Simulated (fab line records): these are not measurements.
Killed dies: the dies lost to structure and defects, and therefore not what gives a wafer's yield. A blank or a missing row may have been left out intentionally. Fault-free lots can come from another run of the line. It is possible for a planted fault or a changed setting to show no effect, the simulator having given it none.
Matching of chambers + flow gf180mcu + GF_V5_CVD_02 on pecvd-01 has 3 sister chambers
The step deposits SiO2 from TEOS, target thk 1450 nm, time 163.28 s. 3 wafers are shown with their chamber, then 11 later ones without.

EACH WAFER AND ITS CHAMBER
| wafer  | chamber | heater-power-w (W) |
|--------|---------|--------------------|
| L078.4 | 0       | 571                |
| L086.4 | 1       | 879                |
| L088.4 | 2       | 451                |

WAFERS MISSING THEIR CHAMBER
| wafer  | heater-power-w (W) |
|--------|--------------------|
| L088.5 | 588                |
| L088.6 | 898                |
| L090.1 | 486                |
| L090.4 | 772                |
| L090.6 | 578                |
| L092.1 | 597                |
| L092.2 | 778                |
| L092.3 | 403                |
| L095.4 | 602                |
| L095.5 | 362                |
| L095.6 | 482                |

CHAMBER TAKEN BY EACH
| wafer  | from the rows above     | in truth |
|--------|-------------------------|----------|
| L088.5 | 0                       | 0        |
| L088.6 | 1                       | 1        |
| L090.1 | can't be placed: 2 or 0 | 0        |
| L090.4 | can't be placed: 1 or 0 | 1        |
| L090.6 | 0                       | 0        |
| L092.1 | 0                       | 0        |
| L092.2 | can't be placed: 1 or 0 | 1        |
| L092.3 | 2                       | 2        |
| L095.4 | 0                       | 0        |
| L095.5 | 2                       | 2        |
| L095.6 | can't be placed: 2 or 0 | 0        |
Placed correctly: 7 of 11. These rows do not allow placing 4 (true chamber among the candidates in 4). Number placed wrongly: 0.
How it was worked out, from the rows above alone: a wafer's distance from a chamber is the root of the sum, over the readings, of the square of ((its reading less the chamber's mean) divided by the reading's scatter). If the next closest chamber is less than 2 further off than the closest, the wafer can't be placed; otherwise it belongs to the closest. The mean given for a chamber averages the wafers shown for that chamber. The scatter: root of mean squared gap, hidden wafer to nearest shown wafer, with one shown wafer a chamber.
